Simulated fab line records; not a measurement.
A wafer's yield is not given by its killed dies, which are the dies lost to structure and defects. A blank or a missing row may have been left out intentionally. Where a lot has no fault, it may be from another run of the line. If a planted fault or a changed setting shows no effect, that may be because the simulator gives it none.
Chamber matching | flow sky130 | SKY_VIA3_ETCH_14 on rie diel-03 has 4 sister chambers
The step etches BARC in N2/H2, stops on SiO2, time 45.9 s, target depth 60 nm. 4 wafers are shown with their chamber, then 8 later ones without.

## WAFERS WITH THEIR CHAMBER
wafer  | chamber | drypump motor current A (A)
L085.6 | 2       | 5.9
L092.4 | 3       | 5.2
L092.5 | 0       | 5.3
L091.1 | 1       | 5.9

## WAFERS WITHOUT THEIR CHAMBER
wafer  | drypump motor current A (A)
L091.2 | 5.9
L091.4 | 5.3
L093.1 | 5.3
L093.2 | 5.9
L093.3 | 5.2
L094.3 | 5.2
L094.4 | 6.0
L094.5 | 5.3

## EACH ONE'S CHAMBER
wafer  | from the rows above     | in truth
L091.2 | can't be placed: 1 or 2 | 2
L091.4 | 0                       | 0
L093.1 | 0                       | 0
L093.2 | can't be placed: 1 or 2 | 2
L093.3 | 3                       | 3
L094.3 | 3                       | 3
L094.4 | can't be placed: 1 or 2 | 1
L094.5 | 0                       | 0
Placed correctly: 5 of 8. Can't be placed from these rows: 3 (the true chamber is among the candidates in 3). Wrongly placed: 0.
How it was worked out, from the rows above alone: a wafer's distance from a chamber is the root of the sum, over the readings, of the square of ((its reading less the chamber's mean) divided by the reading's scatter). If the next closest chamber is less than 2 further off than the closest, the wafer can't be placed; otherwise it belongs to the closest. Each chamber's mean is taken over the wafers shown for it. The scatter: with one shown wafer a chamber, the root of the mean of the squares of how far each hidden wafer lies from its nearest shown one.
